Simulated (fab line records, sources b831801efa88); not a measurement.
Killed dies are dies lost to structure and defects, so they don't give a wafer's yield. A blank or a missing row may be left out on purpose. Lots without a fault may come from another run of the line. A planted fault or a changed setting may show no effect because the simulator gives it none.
fab line records | flow sky130
record lots=12 wafers=36 last_day=50
route steps=708 shown VT_ADJUST_NCORE@126 VT_ADJUST_HVTR@141 SONOS_ONO@180
lots that met no fault: from a run of the same line without faults
start_h: hours from the record's first day to the start of the lot's first wafer shown | wait_h: hours since the lot's step before | " the same as in the row above | L1.1+2: a row that stands for several wafers | - no value, or no start given | * or withheld: withheld | < > ~ a bound
route shown NAME@n: a module of which the file shows steps, and the number in the route of the first | usual: mean/standard deviation of fault-free wafers | same: alike in all rows | chamber/n: place in a boat | sites: the reading at each site | _std_site: their standard deviation | _edge_site: outer sites' mean less inner sites' | radius_mm: how far each site lies from the wafer's centre | mask NAME#n: copy n | behind: the tool/chamber that last shaped the wafer | hold: why the lot was held/for how many hours/how that ended | device: the transistor (n, p or np) that didn't switch | end of line: the same wafers' tests at the end of the route | a step without rows: its recipe alone | killed: dies lost to structure and defects at the first sort, not the wafer's yield | map: a wafer's dies, x killed, . not, _ none there
set.NAME: the setting as run; set.NAME@STEP: as run at that earlier step | model.NAME: the simulator's own value behind a step, which no gauge read
steps of the route over a sample of lots; a table a step, a row a wafer
services: from which hour (start_h, from the record's first day; less than 0 if before it) a tool's chamber was out of use, for how many hours, and why
## steps
# step SKY_VT_ADJUST_NCORE_CD_MEAS_07
# recipe target_cd_nm=380
# usual cd_nm=379.7/2.9
# columns lot.wafer tool chamber start_h wait_h cd_nm
L297.1 cd_sem-01 - 185.05 0.1 377.7
L297.3 " - " " 381.2
L297.4 " - " " 379.6
L298.1 cd_sem-01 - 188.70 0.1 377.3
L298.2 " - " " 376.0
L298.5 " - " " 374.4
L301.2 cd_sem-02 - 209.65 0.1 379.0
L301.4 " - " " 381.7
L301.5 " - " " 377.7
L302.2 cd_sem-01 - 218.40 0.1 378.6
L302.4 " - " " 378.9
L302.6 " - " " 379.4
L304.3 cd_sem-01 - 232.87 0.1 381.0
L304.4 " - " " 381.3
L304.5 " - " " 381.3
L305.3 cd_sem-02 - 237.35 0.1 383.0
L305.4 " - " " 383.2
L305.6 " - " " 384.1
L308.1 cd_sem-02 - 262.16 0.1 384.9
L308.2 " - " " 384.9
L308.6 " - " " 387.4
L311.2 cd_sem-01 - 284.20 0.1 381.9
L311.3 " - " " 384.1
L311.6 " - " " 381.2
L317.2 cd_sem-02 - 322.13 0.1 374.8
L317.3 " - " " 375.9
L317.6 " - " " 377.4
L318.4 cd_sem-01 - 330.37 0.1 377.8
L318.5 " - " " 378.6
L318.6 " - " " 377.6
L319.3 cd_sem-02 - 338.55 0.1 385.6
L319.4 " - " " 384.1
L319.6 " - " " 382.9
L320.2 cd_sem-01 - 347.45 0.1 376.4
L320.3 " - " " 377.9
L320.5 " - " " 376.6
# step SKY_VT_ADJUST_NCORE_STRIP_10
# recipe chemistry=O2/N2 power_w=1400 pressure_mtorr=1500 platen_temp_c=withheld o2_flow_sccm=3000 n2_flow_sccm=300 overash_fraction=0.5
# usual drypump_motor_current_A=5.6/0.56 n2_flow_sccm=300.1/0.91 oes_product_au=0.715/0.0045 strip_time_to_endpoint_s=14.18/0.033
# columns lot.wafer tool chamber start_h wait_h drypump_motor_current_A n2_flow_sccm oes_product_au rf_hours_counter_h strip_time_to_endpoint_s
L297.1 plasma_asher-03 1 185.35 0.1 5.8 299.5 0.713 50 14.20
L297.3 " 1 " " 5.8 299.3 0.726 - 14.19
L297.4 " 0 " " 5.4 300.7 0.711 - 14.21
L298.1 plasma_asher-03 1 189.00 0.1 5.8 300.2 0.714 50 14.22
L298.2 " 0 " " 5.4 299.9 0.715 50 14.20
L298.5 " 0 " " 5.5 299.3 0.712 - 14.18
L301.2 plasma_asher-02 0 209.93 0.1 6.0 301.6 0.712 55 14.20
L301.4 " 1 " " 4.8 299.1 0.721 - 14.24
L301.5 " 0 " " 6.1 301.8 0.712 - 14.25
L302.2 plasma_asher-03 0 218.68 0.1 5.5 300.7 0.724 53 14.18
L302.4 " 0 " " 5.4 300.9 0.710 - 14.19
L302.6 " 1 " " 5.9 301.3 0.711 - 14.16
L304.3 plasma_asher-02 0 233.17 0.1 6.1 300.5 0.714 - 14.18
L304.4 " 1 " " 4.8 300.7 0.712 - 14.13
L304.5 " 0 " " 6.1 301.5 0.720 - 14.15
L305.3 plasma_asher-03 0 237.65 0.1 5.4 299.4 0.707 - 14.19
L305.4 " 1 " " 5.8 301.2 0.720 - 14.16
L305.6 " 1 " " 5.8 300.2 0.714 - 14.11
L308.1 plasma_asher-02 1 262.47 0.1 4.8 300.5 0.706 61 14.13
L308.2 " 0 " " 6.1 301.3 0.716 61 14.15
L308.6 " 1 " " 4.8 300.6 0.716 - 14.17
L311.2 plasma_asher-01 0 284.48 0.1 6.5 299.5 0.713 17 14.26
L311.3 " 0 " " 6.5 299.5 0.716 - 14.20
L311.6 " 0 " " 6.6 298.6 0.710 - 14.25
L317.2 plasma_asher-03 1 322.42 0.1 5.8 299.8 0.711 64 14.10
L317.3 " 0 " " 5.4 299.8 0.710 - 14.15
L317.6 " 1 " " 5.8 300.0 0.719 - 14.15
L318.4 plasma_asher-03 0 330.65 0.1 5.4 301.3 0.712 - 14.16
L318.5 " 0 " " 5.5 299.3 0.711 - 14.16
L318.6 " 1 " " 5.8 299.0 0.716 - 14.14
L319.3 plasma_asher-02 1 338.85 0.1 4.8 299.5 0.717 - 14.21
L319.4 " 0 " " 6.1 300.1 0.717 - 14.25
L319.6 " 1 " " 4.8 298.5 0.727 - 14.21
L320.2 plasma_asher-01 1 347.73 0.1 5.1 300.1 0.711 24 14.16
L320.3 " 1 " " 5.0 300.0 0.719 - 14.16
L320.5 " 1 " " 5.0 300.8 0.717 - 14.16
# step SKY_VT_ADJUST_HVTR_STRIP_10
# recipe chemistry=O2/N2 power_w=1400 pressure_mtorr=1500 platen_temp_c=withheld o2_flow_sccm=3000 n2_flow_sccm=300 overash_fraction=0.5
# usual drypump_motor_current_A=5.9/0.52 n2_flow_sccm=299.9/0.8 oes_product_au=0.715/0.0046 strip_time_to_endpoint_s=14.17/0.04
# columns lot.wafer tool chamber start_h wait_h drypump_motor_current_A n2_flow_sccm oes_product_au rf_hours_counter_h strip_time_to_endpoint_s
L297.1 plasma_asher-01 0 207.16 0.1 6.5 299.7 0.716 9 14.24
L297.3 " 0 " " 6.6 299.7 0.715 - 14.16
L297.4 " 1 " " 5.1 300.0 0.719 - 14.19
L298.1 plasma_asher-03 1 210.62 0.1 5.8 299.1 0.711 52 14.17
L298.2 " 0 " " 5.4 299.3 0.717 52 14.19
L298.5 " 1 " " 5.8 300.5 0.718 - 14.17
L301.2 plasma_asher-04 1 232.13 0.1 6.2 300.0 0.715 35 14.17
L301.4 " 0 " " 6.4 299.1 0.715 - 14.14
L301.5 " 1 " " 6.2 299.8 0.717 - 14.16
L302.2 plasma_asher-04 1 241.41 0.1 6.2 299.4 0.712 36 14.18
L302.4 " 1 " " 6.2 299.2 0.720 - 14.15
L302.6 " 1 " " 6.2 300.3 0.707 - 14.16
L304.3 plasma_asher-01 1 256.57 0.1 5.1 300.1 0.711 - 14.13
L304.4 " 0 " " 6.5 300.9 0.725 - 14.14
L304.5 " 1 " " 5.1 299.8 0.714 - 14.14
L305.3 plasma_asher-04 1 261.09 0.1 6.2 301.5 0.720 - 14.19
L305.4 " 0 " " 6.4 301.4 0.712 - 14.22
L305.6 " 0 " " 6.4 299.5 0.712 - 14.24
L308.1 plasma_asher-01 1 286.77 0.1 5.0 299.1 0.712 18 14.21
L308.2 " 0 " " 6.5 300.0 0.712 18 14.20
L308.6 " 1 " " 5.1 299.7 0.720 - 14.21
L311.2 plasma_asher-03 0 310.26 0.1 5.5 300.1 0.724 63 14.14
L311.3 " 1 " " 5.8 298.0 0.717 - 14.11
L311.6 " 0 " " 5.5 300.4 0.714 - 14.18
L317.2 plasma_asher-03 1 347.46 0.1 5.8 300.6 0.719 67 14.22
L317.3 " 1 " " 5.9 299.5 0.712 - 14.21
L317.6 " 1 " " 5.8 301.7 0.721 - 14.22
L318.4 plasma_asher-04 0 356.52 0.1 6.3 299.1 0.713 - 14.20
L318.5 " 0 " " 6.4 298.6 0.719 - 14.19
L318.6 " 1 " " 6.2 299.7 0.718 - 14.20
L319.3 plasma_asher-03 0 365.29 0.1 5.4 300.7 0.712 - 14.16
L319.4 " 1 " " 5.8 300.5 0.710 - 14.18
L319.6 " 0 " " 5.4 300.1 0.709 - 14.16
L320.2 plasma_asher-04 0 374.66 0.1 6.3 299.7 0.710 46 14.16
L320.3 " 1 " " 6.2 300.8 0.719 - 14.23
L320.5 " 1 " " 6.2 299.7 0.708 - 14.13
# step SKY_SONOS_ONO_DEVELOP_12
# recipe develop_time_s=60 dev_temp_c=23
# columns lot.wafer tool chamber start_h wait_h
L297.1+3+4 litho_track-03 0 280.99 0.1
L298.1+2+5 litho_track-01 0 288.31 0.1
L301.2+4+5 litho_track-04 0 308.05 0.1
L302.2+4+6 litho_track-04 0 321.75 0.1
L304.3+4+5 litho_track-01 0 339.36 0.1
L305.3+4+6 litho_track-01 0 345.11 0.1
L308.1+2+6 litho_track-01 0 376.76 0.1
L311.2+3+6 litho_track-04 0 396.15 0.1
L317.2+3+6 litho_track-01 0 440.34 0.1
L318.4+5+6 litho_track-01 0 451.79 0.1
L319.3+4+6 litho_track-03 0 462.64 0.1
L320.2+3+5 litho_track-03 0 469.52 0.1
# step SKY_SONOS_ONO_CD_MEAS_13
# recipe target_cd_nm=410
# usual cd_nm=409.8/2.4
# columns lot.wafer tool chamber start_h wait_h cd_nm
L297.1 cd_sem-02 - 281.14 0.1 413.4
L297.3 " - " " 413.7
L297.4 " - " " 414.9
L298.1 cd_sem-02 - 288.46 0.1 406.4
L298.2 " - " " 408.4
L298.5 " - " " 407.0
L301.2 cd_sem-02 - 308.20 0.1 409.8
L301.4 " - " " 409.2
L301.5 " - " " 408.5
L302.2 cd_sem-01 - 321.90 0.1 409.6
L302.4 " - " " 408.4
L302.6 " - " " 407.3
L304.3 cd_sem-02 - 339.50 0.1 407.4
L304.4 " - " " 407.0
L304.5 " - " " 405.9
L305.3 cd_sem-02 - 345.25 0.1 410.1
L305.4 " - " " 409.5
L305.6 " - " " 411.9
L308.1 cd_sem-02 - 376.91 0.1 411.3
L308.2 " - " " 412.6
L308.6 " - " " 410.8
L311.2 cd_sem-01 - 396.30 0.1 407.9
L311.3 " - " " 410.6
L311.6 " - " " 410.7
L317.2 cd_sem-01 - 440.48 0.1 424.0
L317.3 " - " " 425.0
L317.6 " - " " 422.7
L318.4 cd_sem-02 - 452.01 0.2 422.2
L318.5 " - " " 419.2
L318.6 " - " " 422.0
L319.3 cd_sem-01 - 462.78 0.1 409.7
L319.4 " - " " 409.2
L319.6 " - " " 407.6
L320.2 cd_sem-01 - 469.66 0.1 405.5
L320.3 " - " " 407.4
L320.5 " - " " 407.7
## services
# columns tool chamber start_h hours kind
plasma_asher-04 - 213.94 14.6 pm
plasma_asher-04 - 307.60 28.1 pm
plasma_asher-03 - 348.37 2.2 repair
plasma_asher-02 - 363.64 3.6 repair
plasma_asher-03 - 421.25 9.0 pm
plasma_asher-03 0 421.25 9.0 vent_cycle
plasma_asher-03 1 421.25 9.0 vent_cycle
plasma_asher-03 0 430.25 - clean
plasma_asher-03 1 430.25 - clean
plasma_asher-02 - 431.49 0.4 repair
plasma_asher-02 - 449.20 8.6 repair
plasma_asher-04 - 468.96 1.8 repair
## key
first_sign step=SKY_SONOS_ONO_CD_MEAS_13 reading=cd_nm direction=up sigmas=5.3 usual=409.8 struck=422.5
effect none on later readings
met_at SKY_SONOS_ONO_DEVELOP_12
struck_lots L317,L318
tester_left_out L317,L318
not_acting_at SKY_VT_ADJUST_NCORE_CD_MEAS_07,SKY_VT_ADJUST_NCORE_STRIP_10,SKY_VT_ADJUST_HVTR_STRIP_10
onset_between 376.76 440.34
fault kind=process_parameter_drift tool=litho_track-01 chamber=- onset_h=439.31 steps=SKY_SONOS_ONO_DEVELOP_12 channel=develop_time_s offset=* shape=step end_h=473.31 acts_in=* stated=*
# tester_left_out: of these lots the tester's yield and bins aren't shown, on N5 and GAA mostly nor the transistor test; their killed dies are dies lost to structure and defects alone, not to doping, threshold or leakage, so they don't give the yield
